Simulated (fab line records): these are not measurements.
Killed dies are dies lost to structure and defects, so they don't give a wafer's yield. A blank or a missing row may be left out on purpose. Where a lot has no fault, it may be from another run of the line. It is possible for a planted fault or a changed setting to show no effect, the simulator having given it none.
Comparing a struck lot with a sound one + flow sky130 + 14 steps out of a route of 708
Sound: the wafers L319.1, L319.4, L319.6. Struck: wafers L312.2, L312.4, L312.5. The cause is given at the end.
Order at every step that has rows: each side's tool, ch and its chambers, its first start. Under that, the readings that differ: sound wafers + struck wafers + difference of the means + sigmas: that difference in standard deviations of wafers without a fault.
alike: a reading whose means differ by less than 2 such deviations, as well as words and numbers matching on both sides. not compared: withheld readings; readings where some wafer has no value; bounds like >300 that might hide an equal value; numbers whose values overlap and for which the record gives no deviation.
Wherever a step has rows on one side only, a row that says differs or no value, or a row with sigmas, the two part there. Non-overlapping numbers with no deviation appear without sigmas and do not part them. A reading missing from all wafers of one side parts the sides only when that side holds two or more wafers.

first, 1 step without rows for these wafers: SKY_CAPM_DEVELOP_11 (develop time 60 s).
SKY_CAPM_OVL_MEAS_12:
  sound on overlay-01, day 43 13:08; struck on overlay-01, day 41 21:23
  alike: CAPM_OVL
SKY_CAPM_METAL_ETCH_13: etches TiN in Cl2/BCl3, stops on SiO2, target depth 220 nm, time 62.9 s.
  sound on rie-metal-03 ch 0,1, day 43 13:10; struck on rie-metal-03 ch 1, day 41 21:25
  alike: drypump-motor-current-A, oes-product-au, throttle-valve-pct
  not compared: rf-hours-counter-h
SKY_CAPM_STRIP_14: strips in O2/N2.
  sound on plasma-asher-03 ch 0,1, day 43 13:15; struck on plasma-asher-03 ch 1, day 41 21:29
  alike: drypump-motor-current-A, oes-product-au, strip-time-to-endpoint-s
  not compared: rf-hours-counter-h
then, 8 steps without rows for these wafers: SKY_CAPM_STRIP_15 (strips in post etch residue remover, time 1200 s); SKY_CAPM_CLEAN_16 (cleans in IPA, time 180 s); SKY_CAPM_CLEAN_17 (cleans in O3/DIW); SKY_METAL3_DEHYDRATE_05 (time 60 s); SKY_METAL3_HMDS_06 (prime time 60 s); SKY_METAL3_COAT_07 (resist thk 60 nm); SKY_METAL3_COAT_08 (resist thk 1140 nm); SKY_METAL3_SOFTBAKE_09 (time 90 s).
SKY_METAL3_EXPOSE_10: exposes mask MM3, target cd 300 nm.
  sound on krf-scanner-01 ch 0, day 44 01:33; struck on krf-scanner-02, day 42 09:49
  no value came back on the struck wafers for exposure-dose-mJ-cm2, focus-offset-nm (nm); on the sound wafers exposure-dose-mJ-cm2 reads 27.97 27.96 27.94
  alike: mask
then, 1 step without rows for these wafers: SKY_METAL3_PEB_11.

== WHERE THEY PART ==
Only at SKY_METAL3_EXPOSE_10, as far as this record shows.

WHY: the cause the simulator had injected
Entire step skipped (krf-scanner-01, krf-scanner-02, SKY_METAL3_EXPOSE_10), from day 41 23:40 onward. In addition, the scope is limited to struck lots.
